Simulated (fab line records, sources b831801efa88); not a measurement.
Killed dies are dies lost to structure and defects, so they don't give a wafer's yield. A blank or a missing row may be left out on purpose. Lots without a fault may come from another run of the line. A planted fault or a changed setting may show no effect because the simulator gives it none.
Which tool did it? | flow sky130 | 15 lots, 45 wafers sampled, at 4 steps of a route of 708

WHAT THE GAUGES READ, wafer by wafer
SKY_VIA3_BOW_MEAS_03.
lot  | measured     | on            | VIA3_BOW (um)
L684 | day 38 09:19 | film_metro-01 | 88 70 65
L685 | day 38 21:24 | film_metro-01 | 88 87 89
L686 | day 39 03:08 | film_metro-03 | 71 74 79
L687 | day 39 21:01 | film_metro-02 | 97 90 84
L688 | day 39 23:46 | film_metro-02 | 86 82 78
L689 | day 40 04:16 | film_metro-02 | 76 78 70
L690 | day 40 14:45 | film_metro-03 | 72 73 74
L692 | day 41 04:55 | film_metro-01 | 89 79 83
L696 | day 42 07:50 | film_metro-03 | 68 90 78
L701 | day 43 10:03 | film_metro-03 | 76 75 77
L706 | day 45 03:34 | film_metro-03 | 76 93 102
L705 | day 45 11:56 | film_metro-03 | 70 81 83

WHICH TOOL RAN EACH LOT (tool, then ch and the chambers of the sampled wafers, then the start)
lot  | SKY_METAL2_SPUTTER_04        | SKY_VIA2_CVD_21               | SKY_METAL3_PEB_11
L684 | pvd_sputter-01, day 33 19:11 | cvd_w-01 ch 0,1, day 36 02:03 | litho_track-03 ch 0, day 38 07:00
L685 | pvd_sputter-03, day 34 09:22 | cvd_w-01 ch 0,1, day 36 15:50 | litho_track-03 ch 0, day 38 19:00
L686 | pvd_sputter-02, day 34 15:43 | cvd_w-02 ch 0, day 36 21:16   | litho_track-03 ch 0, day 39 01:00
L687 | pvd_sputter-03, day 35 08:00 | cvd_w-01 ch 0,1, day 37 14:38 | litho_track-03 ch 0, day 39 18:00
L688 | pvd_sputter-02, day 35 12:22 | cvd_w-02 ch 0,1, day 37 17:49 | litho_track-01 ch 0, day 39 21:00
L689 | pvd_sputter-03, day 35 17:31 | cvd_w-02 ch 0,1, day 37 23:17 | litho_track-02 ch 0, day 40 02:00
L690 | pvd_sputter-03, day 36 03:20 | cvd_w-02 ch 0,1, day 38 09:40 | litho_track-02 ch 0, day 40 12:00
L692 | pvd_sputter-02, day 36 17:50 | cvd_w-02 ch 0,1, day 39 00:07 | litho_track-01 ch 0, day 41 02:00
L696 | pvd_sputter-01, day 38 00:29 | cvd_w-01 ch 0,1, day 40 05:26 | litho_track-02 ch 0, day 42 05:00
L697 | pvd_sputter-02, day 38 08:36 | cvd_w-01 ch 0, day 40 12:10   | litho_track-02, day 42 12:00
L698 | pvd_sputter-03, day 38 08:55 | cvd_w-02 ch 1, day 40 13:43   | litho_track-01, day 42 14:00
L699 | pvd_sputter-01, day 38 20:31 | cvd_w-01 ch 0,1, day 41 00:31 | litho_track-03, day 43 00:00
L701 | pvd_sputter-03, day 39 04:14 | cvd_w-01 ch 0,1, day 41 07:31 | litho_track-01 ch 0, day 43 08:00
L706 | pvd_sputter-01, day 41 01:19 | cvd_w-02 ch 0, day 43 02:56   | litho_track-01 ch 0, day 45 01:00
L705 | pvd_sputter-02, day 41 11:07 | cvd_w-01 ch 0,1, day 43 11:52 | litho_track-01 ch 0, day 45 10:00
- SKY_METAL2_SPUTTER_04: material TiN, target thk 70 nm, time 58.3 s.
- SKY_VIA2_CVD_21: deposits W, target thk 420 nm, time 126.4 s.
- SKY_METAL3_PEB_11

WHAT THE TOOLS THEMSELVES READ (means of the sampled wafers that have a number; where no wafer has one, the mark that the record gives instead)
SKY_METAL2_SPUTTER_04.
lot  | tool           | chamber_pressure_pa (Pa) | throttle_valve_pct (%)
L684 | pvd_sputter-01 | 0.4001                   | 29.8
L685 | pvd_sputter-03 | 0.3993                   | 30.0
L686 | pvd_sputter-02 | 0.4008                   | 29.4
L687 | pvd_sputter-03 | 0.4004                   | 30.2
L688 | pvd_sputter-02 | 0.4003                   | 29.3
L689 | pvd_sputter-03 | 0.4007                   | 30.3
L690 | pvd_sputter-03 | 0.4003                   | 30.4
L692 | pvd_sputter-02 | 0.4001                   | 30.1
L696 | pvd_sputter-01 | 0.3996                   | 29.4
L697 | pvd_sputter-02 | 0.3997                   | 29.6
L698 | pvd_sputter-03 | 0.3997                   | 29.8
L699 | pvd_sputter-01 | 0.4005                   | 29.9
L701 | pvd_sputter-03 | 0.4006                   | 30.6
L706 | pvd_sputter-01 | 0.4009                   | 29.7
L705 | pvd_sputter-02 | 0.3995                   | 29.6

SKY_VIA2_CVD_21.
lot  | tool     | heater_power_outer_w (W) | heater_power_w (W)
L684 | cvd_w-01 | 531                      | 895
L685 | cvd_w-01 | 526                      | 886
L686 | cvd_w-02 | 543                      | 917
L687 | cvd_w-01 | 531                      | 880
L688 | cvd_w-02 | 515                      | 857
L689 | cvd_w-02 | 513                      | 863
L690 | cvd_w-02 | 502                      | 845
L692 | cvd_w-02 | 475                      | 789
L696 | cvd_w-01 | 498                      | 852
L697 | cvd_w-01 | 460                      | 784
L698 | cvd_w-02 | 439                      | 736
L699 | cvd_w-01 | 475                      | 797
L701 | cvd_w-01 | 507                      | 847
L706 | cvd_w-02 | 539                      | 941
L705 | cvd_w-01 | 482                      | 803

SKY_METAL3_PEB_11.
lot  | tool           | exhaust_pa (Pa)
L684 | litho_track-03 | 44.8
L685 | litho_track-03 | 44.9
L686 | litho_track-03 | 44.3
L687 | litho_track-03 | 44.8
L688 | litho_track-01 | 44.8
L689 | litho_track-02 | 46.4
L690 | litho_track-02 | 45.9
L692 | litho_track-01 | 45.9
L696 | litho_track-02 | 44.7
L697 | litho_track-02 | -
L698 | litho_track-01 | -
L699 | litho_track-03 | -
L701 | litho_track-01 | 43.9
L706 | litho_track-01 | 45.3
L705 | litho_track-01 | 45.0

THE ANSWER, worked out from the rows above alone
Rule: what is usual is taken from the lots themselves. Put in order of their means at a reading, lots are off if they are a third of the lots or fewer, leave a main group of 4 or more, and stand apart from it by a gap of 3 or more times the standard deviation of the main group's means; of several such gaps the widest counts. A main group whose means are all the same, to the digits that the tables above print for the reading, isn't used. A lot without any number at a reading at which 4 lots or more have one is off too. The other lots that the step has rows for count as sound. The gauges are gone through in route order, then the tools' own readings, and for those a lot's mean is taken as printed above. The first step at which some lot is off is used, and at that step the reading that is off furthest; a lot without a number counts as furthest.
Off: L697, L698, L699, at SKY_METAL3_PEB_11 (exhaust_pa). Without a number there: L697, L698, L699. The main group: mean 45.1 Pa, standard deviation 0.68.
A tool fits if, at that step or a process step before it, it ran every lot that is off, and no sound lot after the first of them. None of those tried fits.

WHAT THE SIMULATOR HAD PUT IN
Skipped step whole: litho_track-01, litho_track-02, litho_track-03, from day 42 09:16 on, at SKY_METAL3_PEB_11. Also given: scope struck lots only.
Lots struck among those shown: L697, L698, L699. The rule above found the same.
